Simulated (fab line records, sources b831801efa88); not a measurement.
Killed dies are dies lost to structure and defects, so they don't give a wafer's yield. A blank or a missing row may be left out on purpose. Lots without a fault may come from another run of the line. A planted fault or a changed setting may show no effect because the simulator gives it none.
Which tool did it? | flow sky130 | 11 lots, 33 wafers sampled, at 5 steps of a route of 708

WHAT THE GAUGES READ, wafer by wafer
SKY_VT_ADJUST_HVTR_TW_MEAS_11.
lot  | measured     | on            | VT_ADJUST_HVTR_TW
L385 | day 9 16:44  | film_metro-03 | 210.8 210.7 210.6
L387 | day 10 18:40 | film_metro-02 | 214.7 213.9 213.8
L390 | day 11 12:56 | film_metro-01 | 210.8 209.7 210.5
L392 | day 11 18:58 | film_metro-02 | 212.2 212.6 212.0
L393 | day 12 03:59 | film_metro-03 | 212.0 212.2 211.7
L394 | day 12 11:21 | film_metro-03 | 213.0 212.1 212.2
L395 | day 12 15:50 | film_metro-02 | 213.3 213.9 213.1
L403 | day 15 00:03 | film_metro-01 | 208.7 209.4 209.5
L404 | day 15 13:19 | film_metro-03 | 211.5 210.7 210.8
L405 | day 15 13:19 | film_metro-02 | 213.9 212.9 213.5
L408 | day 16 14:07 | film_metro-01 | 211.1 210.3 210.3

SKY_SONOS_ONO_THK_MEAS_03.
lot  | measured     | on            | SONOS_ONO_CVD_02_THK (nm)
L385 | day 11 17:32 | film_metro-01 | 10.64 10.54 10.65
L387 | day 12 22:11 | film_metro-01 | 10.82 10.88 10.84
L390 | day 13 20:13 | film_metro-03 | 10.60 10.49 10.45
L392 | day 14 04:47 | film_metro-01 | 10.27 10.25 10.32
L393 | day 14 11:44 | film_metro-03 | 12.95 13.00 12.94
L394 | day 14 18:55 | film_metro-04 | 13.01 13.04 12.98
L395 | day 14 21:25 | film_metro-03 | 12.87 12.80 12.92
L403 | day 17 11:43 | film_metro-04 | 10.47 10.50 10.34
L404 | day 18 02:14 | film_metro-01 | 10.42 10.44 10.44
L405 | day 18 02:13 | film_metro-03 | 10.22 10.45 10.31
L408 | day 19 04:58 | film_metro-04 | 10.61 10.55 10.55

WHICH TOOL RAN EACH LOT (tool, then ch and the chambers of the sampled wafers, then the start)
lot  | SKY_VT_ADJUST_LVTN_STRIP_09          | SKY_VT_ADJUST_PCH_STRIP_09           | SKY_SONOS_ONO_CVD_02
L385 | plasma_asher-03 ch 0,1, day 7 01:19  | plasma_asher-04 ch 0, day 10 15:15   | lpcvd-02 ch 1, day 11 16:29
L387 | plasma_asher-01 ch 0,1, day 8 00:10  | plasma_asher-01 ch 0,1, day 11 18:15 | lpcvd-02 ch 0, day 12 21:08
L390 | plasma_asher-02 ch 0,1, day 8 17:14  | plasma_asher-03 ch 0, day 12 12:39   | lpcvd-02 ch 0, day 13 17:51
L392 | plasma_asher-02 ch 0,1, day 8 21:17  | plasma_asher-01 ch 0,1, day 12 19:08 | lpcvd-02 ch 1, day 14 03:11
L393 | plasma_asher-03 ch 0,1, day 9 06:31  | plasma_asher-04 ch 0,1, day 13 05:13 | lpcvd-02 ch 0, day 14 10:41
L394 | plasma_asher-02 ch 0,1, day 9 14:10  | plasma_asher-04 ch 0,1, day 13 12:35 | lpcvd-02 ch 0, day 14 17:52
L395 | plasma_asher-03 ch 0,1, day 9 16:47  | plasma_asher-03 ch 0,1, day 13 17:04 | lpcvd-02 ch 1, day 14 20:22
L403 | plasma_asher-02 ch 0,1, day 11 20:46 | plasma_asher-04 ch 0,1, day 16 04:04 | lpcvd-02 ch 0, day 17 10:39
L404 | plasma_asher-02 ch 0,1, day 12 08:03 | plasma_asher-03 ch 0,1, day 16 17:11 | lpcvd-02 ch 1, day 18 01:10
L405 | plasma_asher-03 ch 0,1, day 12 08:04 | plasma_asher-04 ch 0, day 16 17:19   | lpcvd-02 ch 0, day 18 01:10
L408 | plasma_asher-01 ch 0,1, day 13 06:03 | plasma_asher-01 ch 0,1, day 17 18:57 | lpcvd-02 ch 1, day 19 03:53
- SKY_VT_ADJUST_LVTN_STRIP_09: strips in O2/N2.
- SKY_VT_ADJUST_PCH_STRIP_09: strips in O2/N2.
- SKY_SONOS_ONO_CVD_02: deposits Si3N4 from DCS/NH3, target thk 10.5 nm, time 180 s.

WHAT THE TOOLS THEMSELVES READ (means of the sampled wafers that have a number; where no wafer has one, the mark that the record gives instead)
SKY_VT_ADJUST_LVTN_STRIP_09.
lot  | tool            | drypump_motor_current_A (A) | oes_product_au (a.u.) | strip_time_to_endpoint_s (s)
L385 | plasma_asher-03 | 5.9                         | 0.720                 | 36.96
L387 | plasma_asher-01 | 6.6                         | 0.717                 | 36.89
L390 | plasma_asher-02 | 5.8                         | 0.722                 | 36.88
L392 | plasma_asher-02 | 5.8                         | 0.719                 | 36.95
L393 | plasma_asher-03 | 5.9                         | 0.721                 | 37.15
L394 | plasma_asher-02 | 5.6                         | 0.720                 | 37.04
L395 | plasma_asher-03 | 6.2                         | 0.719                 | 37.00
L403 | plasma_asher-02 | 5.6                         | 0.713                 | 37.09
L404 | plasma_asher-02 | 5.8                         | 0.719                 | 36.85
L405 | plasma_asher-03 | 6.1                         | 0.718                 | 37.05
L408 | plasma_asher-01 | 6.6                         | 0.723                 | 36.93

SKY_VT_ADJUST_PCH_STRIP_09.
lot  | tool            | drypump_motor_current_A (A) | oes_product_au (a.u.) | strip_time_to_endpoint_s (s)
L385 | plasma_asher-04 | 6.4                         | 0.725                 | 36.77
L387 | plasma_asher-01 | 6.5                         | 0.724                 | 36.90
L390 | plasma_asher-03 | 5.6                         | 0.718                 | 36.97
L392 | plasma_asher-01 | 6.6                         | 0.721                 | 37.01
L393 | plasma_asher-04 | 6.2                         | 0.726                 | 36.95
L394 | plasma_asher-04 | 6.0                         | 0.722                 | 36.96
L395 | plasma_asher-03 | 6.2                         | 0.727                 | 37.00
L403 | plasma_asher-04 | 6.1                         | 0.719                 | 37.01
L404 | plasma_asher-03 | 5.9                         | 0.725                 | 37.03
L405 | plasma_asher-04 | 6.4                         | 0.721                 | 36.98
L408 | plasma_asher-01 | 6.5                         | 0.722                 | 36.88

SKY_SONOS_ONO_CVD_02.
lot  | tool     | spike_tc_bottom_C (C) | spike_tc_centre_C (C) | spike_tc_lower_C (C) | spike_tc_top_C (C) | spike_tc_upper_C (C) | susceptor_temp_C (C) | zone_power_centre_pct (%)
L385 | lpcvd-02 | 790.3                 | 771.5                 | 770.6                | 774.8              | 769.7                | 770.1                | 13.13
L387 | lpcvd-02 | 793.2                 | 770.1                 | 770.0                | 780.4              | 770.7                | 769.7                | 13.14
L390 | lpcvd-02 | 793.0                 | 770.3                 | 769.2                | 780.2              | 770.9                | 770.3                | 13.19
L392 | lpcvd-02 | 791.3                 | 772.8                 | 770.7                | 774.9              | 769.3                | 769.9                | 13.32
L393 | lpcvd-02 | 803.9                 | 782.3                 | 780.8                | 790.6              | 782.6                | 781.6                | 13.69
L394 | lpcvd-02 | 805.3                 | 781.6                 | 780.7                | 790.7              | 783.1                | 781.3                | 13.59
L395 | lpcvd-02 | 802.1                 | 783.6                 | 781.6                | 785.9              | 781.0                | 781.4                | 13.56
L403 | lpcvd-02 | 793.8                 | 770.2                 | 768.9                | 780.5              | 770.6                | 769.8                | 13.12
L404 | lpcvd-02 | 789.8                 | 772.5                 | 771.0                | 775.1              | 768.9                | 770.2                | 13.10
L405 | lpcvd-02 | 793.9                 | 770.5                 | 770.6                | 780.0              | 771.5                | 770.1                | 13.17
L408 | lpcvd-02 | 790.8                 | 771.4                 | 770.4                | 775.3              | 769.0                | 770.1                | 13.15

THE ANSWER, worked out from the rows above alone
Rule: what is usual is taken from the lots themselves. Put in order of their means at a reading, lots are off if they are a third of the lots or fewer, leave a main group of 4 or more, and stand apart from it by a gap of 3 or more times the standard deviation of the main group's means; of several such gaps the widest counts. A main group whose means are all the same, to the digits that the tables above print for the reading, isn't used. A lot without any number at a reading at which 4 lots or more have one is off too. The other lots that the step has rows for count as sound. The gauges are gone through in route order, then the tools' own readings, and for those a lot's mean is taken as printed above. The first step at which some lot is off is used, and at that step the reading that is off furthest; a lot without a number counts as furthest.
Off: L393, L394, L395, at SKY_SONOS_ONO_THK_MEAS_03 (SONOS_ONO_CVD_02_THK). The main group: mean 10.50 nm, standard deviation 0.17.
A tool fits if, at a process step before that reading, it ran every lot that is off, and no sound lot after the first of them. The gauges at SKY_SONOS_ONO_THK_MEAS_03 aren't tried: what is off there is off at SKY_SONOS_ONO_CVD_02 too, on other tools, and a gauge's error can't cause that. None of those tried fits.

WHAT THE SIMULATOR HAD PUT IN
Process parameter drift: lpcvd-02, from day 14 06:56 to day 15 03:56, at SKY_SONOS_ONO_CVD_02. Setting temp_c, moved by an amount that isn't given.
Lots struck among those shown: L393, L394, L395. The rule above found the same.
